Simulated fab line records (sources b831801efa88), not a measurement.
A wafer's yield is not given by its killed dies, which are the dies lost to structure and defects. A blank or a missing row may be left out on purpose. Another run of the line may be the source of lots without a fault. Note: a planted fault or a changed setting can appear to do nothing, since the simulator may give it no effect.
Which tool is to blame? | flow sky130 | 12 lots with 36 wafers sampled at 4 steps, on a route of 708 steps

WHAT THE GAUGES SHOWED, per wafer
SKY_PWDE_TW_MEAS_10. Usual: for PWDE_TW the level is 374.8 and the standard deviation is 2.8.
lot  | measured    | on            | PWDE_TW           | flag
L352 | day 4 12:40 | film metro-03 | 377.7 377.8 378.3 |
L353 | day 4 13:37 | film metro-04 | 373.1 374.3 374.4 |
L354 | day 4 13:34 | film metro-01 | 376.5 376.3 378.8 |
L356 | day 4 23:18 | film metro-04 | 374.8 374.1 374.3 |
L357 | day 5 03:28 | film metro-04 | 374.5 372.2 373.9 |
L358 | day 5 08:44 | film metro-03 | 375.8 376.9 374.5 |
L360 | day 5 19:49 | film metro-04 | 369.1 371.4 372.2 |
L361 | day 5 22:25 | film metro-03 | 405.3 405.0 407.7 | OFF
L363 | day 6 09:47 | film metro-03 | 405.9 403.5 406.5 | OFF
L368 | day 7 17:02 | film metro-01 | 378.3 377.5 377.5 |
L373 | day 8 17:17 | film metro-03 | 376.6 379.4 377.5 |
L375 | day 9 13:15 | film metro-04 | 369.1 370.3 371.8 |

SKY_NWELL_RS_MEAS_31: measures by four-point-probe. Usual: for PWDE_RS the level is 5278 ohm/sq and the standard deviation is 17.
lot  | measured     | on            | PWDE_RS (ohm/sq) | flag
L352 | day 6 00:50  | film metro-03 | 5268 5290 5279   |
L353 | day 6 02:19  | film metro-03 | 5278 5256 5258   |
L354 | day 6 02:05  | film metro-01 | 5271 5261 5243   |
L356 | day 6 13:07  | film metro-03 | 5251 5269 5248   |
L357 | day 6 16:31  | film metro-03 | 5253 5279 5276   |
L358 | day 6 23:03  | film metro-03 | 5286 5252 5260   |
L360 | day 7 10:52  | film metro-01 | 5293 5306 5278   |
L361 | day 7 13:34  | film metro-04 | 4295 4305 4303   | OFF
L363 | day 8 01:52  | film metro-03 | 4307 4306 4306   | OFF
L368 | day 9 11:03  | film metro-01 | 5273 5294 5281   |
L373 | day 10 13:28 | film metro-03 | 5279 5277 5290   |
L375 | day 11 10:43 | film metro-03 | 5294 5294 5298   |

SKY_VIA2_BOW_MEAS_03. Usual: for VIA2_BOW the level is 86 um and the standard deviation is 6.7.
lot  | measured     | on            | VIA2_BOW (um) | flag
L352 | day 36 03:13 | film metro-01 | 83 89 89      |
L353 | day 36 02:24 | film metro-01 | 86 82 89      |
L354 | day 36 01:25 | film metro-03 | 87 84 83      |
L356 | day 36 12:09 | film metro-03 | 94 87 90      |
L357 | day 36 22:03 | film metro-03 | 78 70 86      |
L358 | day 37 04:31 | film metro-01 | 91 89 88      |
L360 | day 37 23:41 | film metro-01 | 100 77 96     |
L361 | day 38 05:44 | film metro-02 | 96 80 75      |
L363 | day 38 14:43 | film metro-01 | 88 90 83      |
L368 | day 40 00:54 | film metro-03 | 96 90 80      |
L373 | day 41 23:07 | film metro-01 | 78 93 77      |
L375 | day 42 07:02 | film metro-01 | 83 93 96      |

WHAT TOOL EACH LOT RAN ON (gives the tool, then ch and the chambers of the sampled wafers, and finally the start)
lot  | SKY_PWDE_IMPLANT_08
L352 | implanter-01 ch 0, day 4 12:26
L353 | implanter-03 ch 0, day 4 13:22
L354 | implanter-01 ch 0, day 4 13:22
L356 | implanter-03 ch 0, day 4 23:03
L357 | implanter-04 ch 0, day 5 03:13
L358 | implanter-01 ch 0, day 5 08:31
L360 | implanter-01 ch 0, day 5 19:34
L361 | implanter-01 ch 0, day 5 22:13
L363 | implanter-01 ch 0, day 6 09:26
L368 | implanter-03 ch 0, day 7 16:47
L373 | implanter-03 ch 0, day 8 17:04
L375 | implanter-01 ch 0, day 9 13:00
- SKY_PWDE_IMPLANT_08

AS READ BY THE TOOLS THEMSELVES (means over the sampled wafers that have a number; for cases with no such wafer, the mark the record gives instead)
SKY_PWDE_IMPLANT_08. Usual: beam on s 10.01 s, standard deviation 0.21; end station pressure torr 5.01e-06 Torr, standard deviation 2.6e-07; faraday current uA 20.3, standard deviation 0.41.
lot  | tool         | beam on s (s) | end station pressure torr (Torr) | faraday current uA | flag
L352 | implanter-01 | 9.83          | 5.46e-06                         | 20.6               |
L353 | implanter-03 | 9.96          | 5.05e-06                         | 20.3               |
L354 | implanter-01 | 10.02         | 4.96e-06                         | 20.3               |
L356 | implanter-03 | 9.85          | 4.96e-06                         | 20.6               |
L357 | implanter-04 | 10.24         | 5.19e-06                         | 19.8               |
L358 | implanter-01 | 9.90          | 5.00e-06                         | 20.5               |
L360 | implanter-01 | 10.11         | 5.22e-06                         | 20.1               |
L361 | implanter-01 | 12.71         | 5.22e-06                         | 16.0               | OFF
L363 | implanter-01 | 13.13         | 5.03e-06                         | 15.5               | OFF
L368 | implanter-03 | 10.01         | 5.14e-06                         | 20.3               |
L373 | implanter-03 | 9.88          | 5.04e-06                         | 20.6               |
L375 | implanter-01 | 10.09         | 4.95e-06                         | 20.1               |

THE ANSWER, worked out from the rows above alone
Rule: lot off if the mean of its wafers having a number is beyond 3 standard deviations from the usual mean. Also off: a lot with no number at a reading for which 4 or more lots have one. Any other lot the step has rows for is counted as sound. First the gauges in route order, then the tools' own readings, where a lot's mean is used as printed above. The first step at which some lot is off is used, and at that step the reading that is off furthest; a lot without a number counts as furthest.
Off: at SKY_PWDE_TW_MEAS_10 (PWDE_TW), L361, L363.
A tool fits if, at a process step before that reading, it ran every lot that is off, and no sound lot after the first of them. Not tried: the gauges at SKY_PWDE_TW_MEAS_10; whatever is off there is also off at SKY_PWDE_IMPLANT_08, on other tools, and gauge error can't account for it. None of those tried fits.

WHAT HAD BEEN PUT IN BY THE SIMULATOR
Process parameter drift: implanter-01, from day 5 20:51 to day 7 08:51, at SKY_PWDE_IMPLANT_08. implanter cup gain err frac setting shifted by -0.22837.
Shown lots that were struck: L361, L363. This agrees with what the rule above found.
